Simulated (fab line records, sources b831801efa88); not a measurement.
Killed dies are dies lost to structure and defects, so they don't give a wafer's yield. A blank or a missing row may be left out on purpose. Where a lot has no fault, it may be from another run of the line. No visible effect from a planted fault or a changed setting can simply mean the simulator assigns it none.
fab line records / flow sky130
record lots=7 wafers=21 lastDay=48
route steps=708 shown VT_ADJUST_HVTP@89 VT_ADJUST_LVTN@97
lots untouched by any fault: they come from a run of this same line in which no faults occurred
startH: the number of hours between the record's first day and the start of the first shown wafer of the lot / waitH: time in hours since the lot's previous step / " identical to the entry in the row above / L1.1+2: one row covering several wafers at once / - value missing, or start not given / * or withheld: withheld / < > ~ a bound
route shown NAME@n: NAME is a module with steps in the file, n the number in the route of the first one / usual: average and standard deviation across the fault-free wafers / same: alike in all rows / chamber/n: place in a boat / sites: the reading at each site / _std_site: their standard deviation / _edge_site: mean of outer sites minus mean of inner sites / radiusMm: for every site, how far away it sits from the centre of the wafer / mask NAME#n: copy n / behind: tool/chamber where the wafer was last shaped / hold: cause of the lot's hold/its duration in hours/its outcome / device: which transistor (n, p or np) failed to switch / end of line: at the end of the route, the tests of the same wafers / a step without rows: its recipe alone / killed: count of dies lost to structure and defects at first sort (not the wafer's yield) / map: a wafer's dies, x killed, . not, _ none there
set.NAME: the setting as run; set.NAME@STEP: as run at that earlier step / model.NAME: the simulator's own value behind a step, which no gauge read
lots at some steps of the route; a table a step, a row a wafer
services: the hour from which a tool's chamber was out of use, counted from the record's first day as startH (under 0 if before that day), plus the number of hours and why
## steps
# step SKY_VT_ADJUST_HVTP_EXPOSE_04
# recipe maskId=HVTPM na=0.6 sourceShape=conventional sigmaOuter=0.6 polarization=unpolarized targetCdNm=380 doseMj=140
# step SKY_VT_ADJUST_HVTP_PEB_05
# recipe tempC=withheld timeS=* resist=NOVOLAK
# step SKY_VT_ADJUST_HVTP_DEVELOP_06
# recipe resist=NOVOLAK developer=TMAH developTimeS=60 devTempC=23
# step SKY_VT_ADJUST_HVTP_CD_MEAS_07
# recipe targetCdNm=380
# usual cdNm=380.0/2.5
lot.wafer=L612.3 tool=cdSem-02 chamber=- startH=148.80 waitH=0.1 cdNm=377.2
lot.wafer=L612.4 tool=cdSem-02 chamber=- startH=148.80 waitH=0.1 cdNm=378.4
lot.wafer=L612.6 tool=cdSem-02 chamber=- startH=148.80 waitH=0.1 cdNm=382.1
lot.wafer=L615.4 tool=cdSem-02 chamber=- startH=160.27 waitH=0.1 cdNm=380.5
lot.wafer=L615.5 tool=cdSem-02 chamber=- startH=160.27 waitH=0.1 cdNm=381.0
lot.wafer=L615.6 tool=cdSem-02 chamber=- startH=160.27 waitH=0.1 cdNm=381.4
lot.wafer=L618.3 tool=cdSem-01 chamber=- startH=179.90 waitH=0.1 cdNm=382.2
lot.wafer=L618.4 tool=cdSem-01 chamber=- startH=179.90 waitH=0.1 cdNm=382.7
lot.wafer=L618.6 tool=cdSem-01 chamber=- startH=179.90 waitH=0.1 cdNm=383.1
lot.wafer=L619.1 tool=cdSem-02 chamber=- startH=187.66 waitH=0.1 cdNm=379.1
lot.wafer=L619.3 tool=cdSem-02 chamber=- startH=187.66 waitH=0.1 cdNm=381.0
lot.wafer=L619.4 tool=cdSem-02 chamber=- startH=187.66 waitH=0.1 cdNm=379.4
lot.wafer=L620.1 tool=cdSem-02 chamber=- startH=192.81 waitH=0.1 cdNm=376.4
lot.wafer=L620.5 tool=cdSem-02 chamber=- startH=192.81 waitH=0.1 cdNm=378.4
lot.wafer=L620.6 tool=cdSem-02 chamber=- startH=192.81 waitH=0.1 cdNm=377.5
lot.wafer=L622.2 tool=cdSem-01 chamber=- startH=205.28 waitH=0.1 cdNm=378.3
lot.wafer=L622.4 tool=cdSem-01 chamber=- startH=205.28 waitH=0.1 cdNm=378.1
lot.wafer=L622.6 tool=cdSem-01 chamber=- startH=205.28 waitH=0.1 cdNm=379.9
lot.wafer=L624.3 tool=cdSem-01 chamber=- startH=219.45 waitH=0.1 cdNm=380.5
lot.wafer=L624.5 tool=cdSem-01 chamber=- startH=219.45 waitH=0.1 cdNm=380.6
lot.wafer=L624.6 tool=cdSem-01 chamber=- startH=219.45 waitH=0.1 cdNm=379.8
# step SKY_VT_ADJUST_HVTP_OVL_MEAS_08
# usual VT_ADJUST_HVTP_OVL=1.2/1.3
lot.wafer=L612.3 tool=overlay-01 chamber=- startH=148.89 waitH=0.1 VT_ADJUST_HVTP_OVL[nm]=1.6
lot.wafer=L612.4 tool=overlay-01 chamber=- startH=148.89 waitH=0.1 VT_ADJUST_HVTP_OVL[nm]=1.4
lot.wafer=L612.6 tool=overlay-01 chamber=- startH=148.89 waitH=0.1 VT_ADJUST_HVTP_OVL[nm]=2.1
lot.wafer=L615.4 tool=overlay-02 chamber=- startH=160.34 waitH=0.1 VT_ADJUST_HVTP_OVL[nm]=3.3
lot.wafer=L615.5 tool=overlay-02 chamber=- startH=160.34 waitH=0.1 VT_ADJUST_HVTP_OVL[nm]=1.9
lot.wafer=L615.6 tool=overlay-02 chamber=- startH=160.34 waitH=0.1 VT_ADJUST_HVTP_OVL[nm]=1.5
lot.wafer=L618.3 tool=overlay-02 chamber=- startH=179.99 waitH=0.1 VT_ADJUST_HVTP_OVL[nm]=1.7
lot.wafer=L618.4 tool=overlay-02 chamber=- startH=179.99 waitH=0.1 VT_ADJUST_HVTP_OVL[nm]=2.2
lot.wafer=L618.6 tool=overlay-02 chamber=- startH=179.99 waitH=0.1 VT_ADJUST_HVTP_OVL[nm]=2.4
lot.wafer=L619.1 tool=overlay-01 chamber=- startH=187.78 waitH=0.1 VT_ADJUST_HVTP_OVL[nm]=0.3
lot.wafer=L619.3 tool=overlay-01 chamber=- startH=187.78 waitH=0.1 VT_ADJUST_HVTP_OVL[nm]=-1.3
lot.wafer=L619.4 tool=overlay-01 chamber=- startH=187.78 waitH=0.1 VT_ADJUST_HVTP_OVL[nm]=0.8
lot.wafer=L620.1 tool=overlay-02 chamber=- startH=192.93 waitH=0.1 VT_ADJUST_HVTP_OVL[nm]=1.3
lot.wafer=L620.5 tool=overlay-02 chamber=- startH=192.93 waitH=0.1 VT_ADJUST_HVTP_OVL[nm]=0.9
lot.wafer=L620.6 tool=overlay-02 chamber=- startH=192.93 waitH=0.1 VT_ADJUST_HVTP_OVL[nm]=0.2
lot.wafer=L622.2 tool=overlay-01 chamber=- startH=205.39 waitH=0.1 VT_ADJUST_HVTP_OVL[nm]=0.5
lot.wafer=L622.4 tool=overlay-01 chamber=- startH=205.39 waitH=0.1 VT_ADJUST_HVTP_OVL[nm]=-1.4
lot.wafer=L622.6 tool=overlay-01 chamber=- startH=205.39 waitH=0.1 VT_ADJUST_HVTP_OVL[nm]=1.9
lot.wafer=L624.3 tool=overlay-02 chamber=- startH=219.54 waitH=0.1 VT_ADJUST_HVTP_OVL[nm]=1.2
lot.wafer=L624.5 tool=overlay-02 chamber=- startH=219.54 waitH=0.1 VT_ADJUST_HVTP_OVL[nm]=2.3
lot.wafer=L624.6 tool=overlay-02 chamber=- startH=219.54 waitH=0.1 VT_ADJUST_HVTP_OVL[nm]=0.4
# step SKY_VT_ADJUST_HVTP_IMPLANT_09
# recipe species=As energyKev=150 doseCm2=4.3e+12 tiltDeg=withheld
# step SKY_VT_ADJUST_HVTP_STRIP_10
# recipe chemistry=O2/N2 powerW=1400 pressureMtorr=1500 platenTempC=withheld o2FlowSccm=3000 n2FlowSccm=300 overashFraction=0.5
# usual drypumpMotorCurrentA=5.9/0.4 oesProductAu=0.715/0.0045 stripTimeToEndpointS=14.19/0.049
lot.wafer=L612.3 tool=plasmaAsher-01 chamber=0 startH=149.10 waitH=0.1 drypumpMotorCurrentA=6.1 oesProductAu=0.715 rfHoursCounterH=- stripTimeToEndpointS=14.26
lot.wafer=L612.4 tool=plasmaAsher-01 chamber=1 startH=149.10 waitH=0.1 drypumpMotorCurrentA=6.6 oesProductAu=0.719 rfHoursCounterH=- stripTimeToEndpointS=14.26
lot.wafer=L612.6 tool=plasmaAsher-01 chamber=0 startH=149.10 waitH=0.1 drypumpMotorCurrentA=6.1 oesProductAu=0.718 rfHoursCounterH=- stripTimeToEndpointS=14.24
lot.wafer=L615.4 tool=plasmaAsher-02 chamber=1 startH=160.55 waitH=0.1 drypumpMotorCurrentA=6.0 oesProductAu=0.716 rfHoursCounterH=- stripTimeToEndpointS=14.18
lot.wafer=L615.5 tool=plasmaAsher-02 chamber=0 startH=160.55 waitH=0.1 drypumpMotorCurrentA=5.8 oesProductAu=0.712 rfHoursCounterH=- stripTimeToEndpointS=14.17
lot.wafer=L615.6 tool=plasmaAsher-02 chamber=1 startH=160.55 waitH=0.1 drypumpMotorCurrentA=6.1 oesProductAu=0.714 rfHoursCounterH=- stripTimeToEndpointS=14.17
lot.wafer=L618.3 tool=plasmaAsher-02 chamber=1 startH=180.20 waitH=0.1 drypumpMotorCurrentA=6.1 oesProductAu=0.715 rfHoursCounterH=- stripTimeToEndpointS=14.27
lot.wafer=L618.4 tool=plasmaAsher-02 chamber=0 startH=180.20 waitH=0.1 drypumpMotorCurrentA=5.8 oesProductAu=0.707 rfHoursCounterH=- stripTimeToEndpointS=14.24
lot.wafer=L618.6 tool=plasmaAsher-02 chamber=1 startH=180.20 waitH=0.1 drypumpMotorCurrentA=6.1 oesProductAu=0.720 rfHoursCounterH=- stripTimeToEndpointS=14.29
lot.wafer=L619.1 tool=plasmaAsher-04 chamber=0 startH=187.97 waitH=0.1 drypumpMotorCurrentA=6.0 oesProductAu=0.707 rfHoursCounterH=37 stripTimeToEndpointS=14.17
lot.wafer=L619.3 tool=plasmaAsher-04 chamber=1 startH=187.97 waitH=0.1 drypumpMotorCurrentA=5.2 oesProductAu=0.715 rfHoursCounterH=- stripTimeToEndpointS=14.19
lot.wafer=L619.4 tool=plasmaAsher-04 chamber=0 startH=187.97 waitH=0.1 drypumpMotorCurrentA=6.0 oesProductAu=0.718 rfHoursCounterH=- stripTimeToEndpointS=14.14
lot.wafer=L620.1 tool=plasmaAsher-04 chamber=1 startH=193.12 waitH=0.1 drypumpMotorCurrentA=5.3 oesProductAu=0.715 rfHoursCounterH=37 stripTimeToEndpointS=14.23
lot.wafer=L620.5 tool=plasmaAsher-04 chamber=1 startH=193.12 waitH=0.1 drypumpMotorCurrentA=5.3 oesProductAu=0.713 rfHoursCounterH=- stripTimeToEndpointS=14.18
lot.wafer=L620.6 tool=plasmaAsher-04 chamber=0 startH=193.12 waitH=0.1 drypumpMotorCurrentA=6.0 oesProductAu=0.718 rfHoursCounterH=- stripTimeToEndpointS=14.21
lot.wafer=L622.2 tool=plasmaAsher-04 chamber=0 startH=205.57 waitH=0.1 drypumpMotorCurrentA=6.0 oesProductAu=0.709 rfHoursCounterH=39 stripTimeToEndpointS=14.17
lot.wafer=L622.4 tool=plasmaAsher-04 chamber=1 startH=205.57 waitH=0.1 drypumpMotorCurrentA=5.3 oesProductAu=0.724 rfHoursCounterH=- stripTimeToEndpointS=14.21
lot.wafer=L622.6 tool=plasmaAsher-04 chamber=1 startH=205.57 waitH=0.1 drypumpMotorCurrentA=5.3 oesProductAu=0.725 rfHoursCounterH=- stripTimeToEndpointS=14.17
lot.wafer=L624.3 tool=plasmaAsher-01 chamber=1 startH=219.74 waitH=0.1 drypumpMotorCurrentA=6.7 oesProductAu=0.715 rfHoursCounterH=- stripTimeToEndpointS=14.12
lot.wafer=L624.5 tool=plasmaAsher-01 chamber=0 startH=219.74 waitH=0.1 drypumpMotorCurrentA=6.2 oesProductAu=0.716 rfHoursCounterH=- stripTimeToEndpointS=14.16
lot.wafer=L624.6 tool=plasmaAsher-01 chamber=1 startH=219.74 waitH=0.1 drypumpMotorCurrentA=6.7 oesProductAu=0.716 rfHoursCounterH=- stripTimeToEndpointS=14.17
# step SKY_VT_ADJUST_HVTP_TW_MEAS_11
# usual VT_ADJUST_HVTP_TW=1357/13
lot.wafer=L612.3 tool=filmMetro-03 chamber=- startH=149.19 waitH=0.1 VT_ADJUST_HVTP_TW=1357
lot.wafer=L612.4 tool=filmMetro-03 chamber=- startH=149.19 waitH=0.1 VT_ADJUST_HVTP_TW=1363
lot.wafer=L612.6 tool=filmMetro-03 chamber=- startH=149.19 waitH=0.1 VT_ADJUST_HVTP_TW=1360
lot.wafer=L615.4 tool=filmMetro-04 chamber=- startH=160.64 waitH=0.1 VT_ADJUST_HVTP_TW=1357
lot.wafer=L615.5 tool=filmMetro-04 chamber=- startH=160.64 waitH=0.1 VT_ADJUST_HVTP_TW=1356
lot.wafer=L615.6 tool=filmMetro-04 chamber=- startH=160.64 waitH=0.1 VT_ADJUST_HVTP_TW=1364
lot.wafer=L618.3 tool=filmMetro-01 chamber=- startH=180.29 waitH=0.1 VT_ADJUST_HVTP_TW=1338
lot.wafer=L618.4 tool=filmMetro-01 chamber=- startH=180.29 waitH=0.1 VT_ADJUST_HVTP_TW=1335
lot.wafer=L618.6 tool=filmMetro-01 chamber=- startH=180.29 waitH=0.1 VT_ADJUST_HVTP_TW=1340
lot.wafer=L619.1 tool=filmMetro-03 chamber=- startH=188.07 waitH=0.1 VT_ADJUST_HVTP_TW=1367
lot.wafer=L619.3 tool=filmMetro-03 chamber=- startH=188.07 waitH=0.1 VT_ADJUST_HVTP_TW=1363
lot.wafer=L619.4 tool=filmMetro-03 chamber=- startH=188.07 waitH=0.1 VT_ADJUST_HVTP_TW=1359
lot.wafer=L620.1 tool=filmMetro-03 chamber=- startH=193.22 waitH=0.1 VT_ADJUST_HVTP_TW=1357
lot.wafer=L620.5 tool=filmMetro-03 chamber=- startH=193.22 waitH=0.1 VT_ADJUST_HVTP_TW=1357
lot.wafer=L620.6 tool=filmMetro-03 chamber=- startH=193.22 waitH=0.1 VT_ADJUST_HVTP_TW=1358
lot.wafer=L622.2 tool=filmMetro-04 chamber=- startH=205.68 waitH=0.1 VT_ADJUST_HVTP_TW=1366
lot.wafer=L622.4 tool=filmMetro-04 chamber=- startH=205.68 waitH=0.1 VT_ADJUST_HVTP_TW=1370
lot.wafer=L622.6 tool=filmMetro-04 chamber=- startH=205.68 waitH=0.1 VT_ADJUST_HVTP_TW=1361
lot.wafer=L624.3 tool=filmMetro-04 chamber=- startH=219.83 waitH=0.1 VT_ADJUST_HVTP_TW=1367
lot.wafer=L624.5 tool=filmMetro-04 chamber=- startH=219.83 waitH=0.1 VT_ADJUST_HVTP_TW=1378
lot.wafer=L624.6 tool=filmMetro-04 chamber=- startH=219.83 waitH=0.1 VT_ADJUST_HVTP_TW=1374
# step SKY_VT_ADJUST_LVTN_DEHYDRATE_00
# recipe tempC=200 timeS=60
# step SKY_VT_ADJUST_LVTN_HMDS_01
# recipe primeTimeS=60 primeTempC=120
# step SKY_VT_ADJUST_LVTN_COAT_02
# recipe spinRpm=2000 resistThkNm=3000
# step SKY_VT_ADJUST_LVTN_SOFTBAKE_03
# recipe tempC=110 timeS=withheld
# step SKY_VT_ADJUST_LVTN_EXPOSE_04
# recipe maskId=NWM_COMPLEMENT_LESS_NATIVE na=0.6 sourceShape=conventional sigmaOuter=0.6 polarization=unpolarized targetCdNm=840 doseMj=194
lot.wafer=L612.3+4+6 tool=ilineStepper-02 chamber=0 startH=159.48 waitH=- mask=NWM_COMPLEMENT_LESS_NATIVE#0 model.VT_ADJUST_LVTN.overlayXNm=-0.0609
lot.wafer=L615.4+5+6 tool=ilineStepper-02 chamber=0 startH=171.02 waitH=- mask=NWM_COMPLEMENT_LESS_NATIVE#0 model.VT_ADJUST_LVTN.overlayXNm=0.7565
lot.wafer=L618.3+4+6 tool=ilineStepper-02 chamber=0 startH=190.53 waitH=- mask=NWM_COMPLEMENT_LESS_NATIVE#0 model.VT_ADJUST_LVTN.overlayXNm=0.9092
lot.wafer=L619.1+3+4 tool=ilineStepper-01 chamber=0 startH=199.34 waitH=- mask=NWM_COMPLEMENT_LESS_NATIVE#0 model.VT_ADJUST_LVTN.overlayXNm=-0.5427
lot.wafer=L620.1+5+6 tool=ilineStepper-02 chamber=0 startH=204.27 waitH=- mask=NWM_COMPLEMENT_LESS_NATIVE#0 model.VT_ADJUST_LVTN.overlayXNm=179.3
lot.wafer=L622.2+4+6 tool=ilineStepper-02 chamber=0 startH=217.45 waitH=- mask=NWM_COMPLEMENT_LESS_NATIVE#0 model.VT_ADJUST_LVTN.overlayXNm=180.1
lot.wafer=L624.3+5+6 tool=ilineStepper-02 chamber=0 startH=231.02 waitH=- mask=NWM_COMPLEMENT_LESS_NATIVE#0 model.VT_ADJUST_LVTN.overlayXNm=179.7
# step SKY_VT_ADJUST_LVTN_PEB_05
# recipe tempC=115 timeS=withheld
# step SKY_VT_ADJUST_LVTN_DEVELOP_06
# recipe wallAngleDeg=90 developer=TMAH developTimeS=60 devTempC=23
# step SKY_VT_ADJUST_LVTN_OVL_MEAS_07
# usual VT_ADJUST_LVTN_OVL=-0.2/1.4
lot.wafer=L612.3 tool=overlay-01 chamber=- startH=168.91 waitH=- VT_ADJUST_LVTN_OVL[nm]=1.1
lot.wafer=L612.4 tool=overlay-01 chamber=- startH=168.91 waitH=- VT_ADJUST_LVTN_OVL[nm]=1.1
lot.wafer=L612.6 tool=overlay-01 chamber=- startH=168.91 waitH=- VT_ADJUST_LVTN_OVL[nm]=0.0
lot.wafer=L615.4 tool=overlay-02 chamber=- startH=180.97 waitH=- VT_ADJUST_LVTN_OVL[nm]=1.7
lot.wafer=L615.5 tool=overlay-02 chamber=- startH=180.97 waitH=- VT_ADJUST_LVTN_OVL[nm]=0.9
lot.wafer=L615.6 tool=overlay-02 chamber=- startH=180.97 waitH=- VT_ADJUST_LVTN_OVL[nm]=-0.6
lot.wafer=L618.3 tool=overlay-01 chamber=- startH=201.92 waitH=- VT_ADJUST_LVTN_OVL[nm]=-0.6
lot.wafer=L618.4 tool=overlay-01 chamber=- startH=201.92 waitH=- VT_ADJUST_LVTN_OVL[nm]=-1.0
lot.wafer=L618.6 tool=overlay-01 chamber=- startH=201.92 waitH=- VT_ADJUST_LVTN_OVL[nm]=0.4
lot.wafer=L619.1 tool=overlay-01 chamber=- startH=209.91 waitH=- VT_ADJUST_LVTN_OVL[nm]=0.5
lot.wafer=L619.3 tool=overlay-01 chamber=- startH=209.91 waitH=- VT_ADJUST_LVTN_OVL[nm]=-0.1
lot.wafer=L619.4 tool=overlay-01 chamber=- startH=209.91 waitH=- VT_ADJUST_LVTN_OVL[nm]=-0.3
lot.wafer=L620.1 tool=overlay-02 chamber=- startH=215.31 waitH=- VT_ADJUST_LVTN_OVL[nm]=177.2
lot.wafer=L620.5 tool=overlay-02 chamber=- startH=215.31 waitH=- VT_ADJUST_LVTN_OVL[nm]=178.1
lot.wafer=L620.6 tool=overlay-02 chamber=- startH=215.31 waitH=- VT_ADJUST_LVTN_OVL[nm]=177.8
lot.wafer=L622.2 tool=overlay-01 chamber=- startH=228.85 waitH=- VT_ADJUST_LVTN_OVL[nm]=180.3
lot.wafer=L622.4 tool=overlay-01 chamber=- startH=228.85 waitH=- VT_ADJUST_LVTN_OVL[nm]=179.9
lot.wafer=L622.6 tool=overlay-01 chamber=- startH=228.85 waitH=- VT_ADJUST_LVTN_OVL[nm]=179.0
lot.wafer=L624.3 tool=overlay-02 chamber=- startH=241.92 waitH=- VT_ADJUST_LVTN_OVL[nm]=178.6
lot.wafer=L624.5 tool=overlay-02 chamber=- startH=241.92 waitH=- VT_ADJUST_LVTN_OVL[nm]=179.4
lot.wafer=L624.6 tool=overlay-02 chamber=- startH=241.92 waitH=- VT_ADJUST_LVTN_OVL[nm]=179.9
# step SKY_VT_ADJUST_LVTN_IMPLANT_08
# recipe species=B energyKev=30 doseCm2=1.57e+12 tiltDeg=withheld
## services
tool=ilineStepper-02 chamber=- startH=145.18 hours=1.7 kind=pm
tool=ilineStepper-01 chamber=- startH=188.56 hours=1.9 kind=repair
tool=ilineStepper-01 chamber=0 startH=197.00 hours=- kind=calibration
## key
firstSign step=SKY_VT_ADJUST_LVTN_OVL_MEAS_07 reading=VT_ADJUST_LVTN_OVL direction=up sigmas=99+ usual=-0.2 struck=178.9
effect none on later readings
modelEffect step=SKY_VT_ADJUST_LVTN_EXPOSE_04 value=VT_ADJUST_LVTN.overlayXNm without=-0.1544 struck=179.7
metAt SKY_VT_ADJUST_LVTN_EXPOSE_04
struckWafers L620.1,L620.5,L620.6,L622.2,L622.4,L622.6,L624.3,L624.5,L624.6
testerLeftOut L620,L622,L624
onsetBetween 190.53 204.27
alsoFits time
fault kind=scannerMatchingOverlay tool=ilineStepper-02 chamber=- onsetH=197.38 steps=SKY_VT_ADJUST_LVTN_EXPOSE_04 offset=179.83
# testerLeftOut: of these lots the tester's yield and bins aren't shown, on N5 and GAA mostly nor the transistor test; their killed dies are dies lost to structure and defects alone, not to doping, threshold or leakage, so they don't give the yield
